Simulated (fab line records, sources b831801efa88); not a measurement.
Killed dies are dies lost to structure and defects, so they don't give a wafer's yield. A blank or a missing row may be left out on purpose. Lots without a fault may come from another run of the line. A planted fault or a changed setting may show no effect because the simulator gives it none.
Which tool did it? | flow sky130 | 12 lots, 36 wafers sampled, at 5 steps of a route of 708

WHAT THE GAUGES READ, wafer by wafer
SKY_LDD_HVP_OVL_MEAS_07.
lot  | measured     | on         | LDD_HVP_OVL (nm)
L696 | day 22 11:26 | overlay-01 | 1.1 1.6 2.7
L697 | day 23 12:32 | overlay-01 | -1.2 -1.7 -1.8
L698 | day 24 16:11 | overlay-02 | -1.6 -1.8 -2.5
L700 | day 25 00:02 | overlay-02 | 2.1 1.9 3.0
L699 | day 25 01:26 | overlay-02 | 0.2 0.5 -1.4
L701 | day 25 16:03 | overlay-01 | -2.0 -2.5 -1.0
L702 | day 25 16:20 | overlay-02 | -1.1 -1.9 -1.6
L703 | day 25 18:44 | overlay-01 | -1.4 -1.1 -0.4
L704 | day 25 23:56 | overlay-01 | -2.5 -3.0 -0.9
L705 | day 26 01:03 | overlay-02 | 0.4 -1.0 1.3
L707 | day 26 14:59 | overlay-01 | 1.0 0.0 0.5
L706 | day 26 20:08 | overlay-01 | 0.7 -0.8 -1.3

SKY_LDD_LDN_TW_MEAS_13.
lot  | measured     | on            | LDD_LDN_TW
L696 | day 23 18:19 | film_metro-02 | 1478 1480 1481
L697 | day 24 19:37 | film_metro-04 | 1494 1489 1499
L698 | day 25 22:04 | film_metro-04 | 1484 1484 1488
L700 | day 26 06:25 | film_metro-04 | 1492 1478 1488
L699 | day 26 07:19 | film_metro-01 | 1496 1485 1487
L701 | day 26 21:32 | film_metro-01 | 1492 1494 1488
L702 | day 26 21:46 | film_metro-02 | 1463 1466 1465
L703 | day 27 02:20 | film_metro-04 | 1501 1498 1502
L704 | day 27 05:40 | film_metro-04 | 1410 1413 1410
L705 | day 27 06:38 | film_metro-04 | 1412 1420 1417
L707 | day 27 20:52 | film_metro-02 | 1374 1367 1366
L706 | day 28 02:31 | film_metro-01 | 1401 1396 1396

WHICH TOOL RAN EACH LOT (tool, then ch and the chambers of the sampled wafers, then the start)
lot  | SKY_POLY_GATE_ETCH_16              | SKY_LDD_HVP_STRIP_09                 | SKY_LDD_LDN_IMPLANT_08
L696 | rie_diel-04 ch 0,3, day 17 04:43   | plasma_asher-01 ch 1, day 22 11:37   | implanter-02 ch 0, day 23 17:38
L697 | rie_diel-04 ch 0,1,3, day 18 07:37 | plasma_asher-02 ch 1, day 23 12:43   | implanter-01 ch 0, day 24 18:55
L698 | rie_diel-03 ch 1,2,3, day 19 10:43 | plasma_asher-01 ch 0,1, day 24 16:22 | implanter-01 ch 0, day 25 21:23
L700 | rie_diel-03 ch 0,1,3, day 19 19:34 | plasma_asher-04 ch 0,1, day 25 00:13 | implanter-04 ch 0, day 26 05:43
L699 | rie_diel-02 ch 0,1, day 19 20:22   | plasma_asher-02 ch 0,1, day 25 01:37 | implanter-02 ch 0, day 26 06:38
L701 | rie_diel-02 ch 2,3, day 20 11:43   | plasma_asher-01 ch 0,1, day 25 16:15 | implanter-01 ch 0, day 26 20:52
L702 | rie_diel-04 ch 0,2,3, day 20 14:01 | plasma_asher-04 ch 0,1, day 25 16:31 | implanter-02 ch 0, day 26 21:05
L703 | rie_diel-03 ch 0,3, day 20 14:01   | plasma_asher-04 ch 0,1, day 25 18:55 | implanter-02 ch 0, day 26 23:14
L704 | rie_diel-03 ch 2,3, day 20 20:55   | plasma_asher-01 ch 0,1, day 26 00:07 | implanter-01 ch 0, day 27 04:59
L705 | rie_diel-02 ch 1,3, day 20 23:04   | plasma_asher-04 ch 0,1, day 26 01:15 | implanter-02 ch 0, day 27 05:58
L707 | rie_diel-03 ch 1,2,3, day 21 09:58 | plasma_asher-04 ch 0,1, day 26 15:10 | implanter-02 ch 0, day 27 20:11
L706 | rie_diel-04 ch 1,2,3, day 21 18:10 | plasma_asher-02 ch 0,1, day 26 20:19 | implanter-01 ch 0, day 28 01:49
- SKY_POLY_GATE_ETCH_16: etches Si3N4 in CH3F/O2, stops on poly-Si, time 147.5 s, target depth 75 nm.
- SKY_LDD_HVP_STRIP_09: strips in O2/N2.
- SKY_LDD_LDN_IMPLANT_08

WHAT THE TOOLS THEMSELVES READ (means of the sampled wafers that have a number; where no wafer has one, the mark that the record gives instead)
SKY_POLY_GATE_ETCH_16.
lot  | tool        | drypump_motor_current_A (A) | oes_product_au (a.u.) | throttle_valve_pct (%)
L696 | rie_diel-04 | 5.1                         | 0.639                 | 10.533
L697 | rie_diel-04 | 5.5                         | 0.635                 | 10.534
L698 | rie_diel-03 | 5.2                         | 0.643                 | 10.537
L700 | rie_diel-03 | 5.6                         | 0.640                 | 10.542
L699 | rie_diel-02 | 5.8                         | 0.645                 | 10.538
L701 | rie_diel-02 | 6.4                         | 0.643                 | 10.535
L702 | rie_diel-04 | 5.1                         | 0.641                 | 10.544
L703 | rie_diel-03 | 5.6                         | 0.644                 | 10.539
L704 | rie_diel-03 | 5.1                         | 0.640                 | 10.525
L705 | rie_diel-02 | 6.4                         | 0.646                 | 10.540
L707 | rie_diel-03 | 5.2                         | 0.641                 | 10.540
L706 | rie_diel-04 | 5.5                         | 0.638                 | 10.537

SKY_LDD_HVP_STRIP_09.
lot  | tool            | drypump_motor_current_A (A) | oes_product_au (a.u.) | strip_time_to_endpoint_s (s)
L696 | plasma_asher-01 | 5.80                        | 0.411                 | 4.131
L697 | plasma_asher-02 | 5.74                        | 0.411                 | 4.139
L698 | plasma_asher-01 | 6.14                        | 0.406                 | 4.149
L700 | plasma_asher-04 | 5.43                        | 0.410                 | 4.129
L699 | plasma_asher-02 | 5.80                        | 0.409                 | 4.138
L701 | plasma_asher-01 | 6.15                        | 0.408                 | 4.123
L702 | plasma_asher-04 | 5.42                        | 0.409                 | 4.146
L703 | plasma_asher-04 | 5.56                        | 0.407                 | 4.150
L704 | plasma_asher-01 | 5.97                        | 0.406                 | 4.135
L705 | plasma_asher-04 | 5.58                        | 0.408                 | 4.139
L707 | plasma_asher-04 | 5.45                        | 0.407                 | 4.124
L706 | plasma_asher-02 | 5.79                        | 0.409                 | 4.127

SKY_LDD_LDN_IMPLANT_08.
lot  | tool         | end_station_pressure_torr (Torr)
L696 | implanter-02 | 5.19e-06
L697 | implanter-01 | 5.02e-06
L698 | implanter-01 | 4.82e-06
L700 | implanter-04 | 4.96e-06
L699 | implanter-02 | 4.95e-06
L701 | implanter-01 | 4.94e-06
L702 | implanter-02 | 4.72e-06
L703 | implanter-02 | 5.49e-06
L704 | implanter-01 | 5.53e-06
L705 | implanter-02 | 4.98e-06
L707 | implanter-02 | 5.13e-06
L706 | implanter-01 | 4.90e-06

THE ANSWER, worked out from the rows above alone
Rule: what is usual is taken from the lots themselves. Put in order of their means at a reading, lots are off if they are a third of the lots or fewer, leave a main group of 4 or more, and stand apart from it by a gap of 3 or more times the standard deviation of the main group's means; of several such gaps the widest counts. A main group whose means are all the same, to the digits that the tables above print for the reading, isn't used. A lot without any number at a reading at which 4 lots or more have one is off too. The other lots that the step has rows for count as sound. The gauges are gone through in route order, then the tools' own readings, and for those a lot's mean is taken as printed above. The first step at which some lot is off is used, and at that step the reading that is off furthest; a lot without a number counts as furthest.
Off: L704, L705, L707, L706, at SKY_LDD_LDN_TW_MEAS_13 (LDD_LDN_TW). The main group: mean 1486, standard deviation 10.
A tool fits if, at a process step before that reading, it ran every lot that is off, and no sound lot after the first of them. The gauges at SKY_LDD_LDN_TW_MEAS_13 are tried like those tools. None of those tried fits.

WHAT THE SIMULATOR HAD PUT IN
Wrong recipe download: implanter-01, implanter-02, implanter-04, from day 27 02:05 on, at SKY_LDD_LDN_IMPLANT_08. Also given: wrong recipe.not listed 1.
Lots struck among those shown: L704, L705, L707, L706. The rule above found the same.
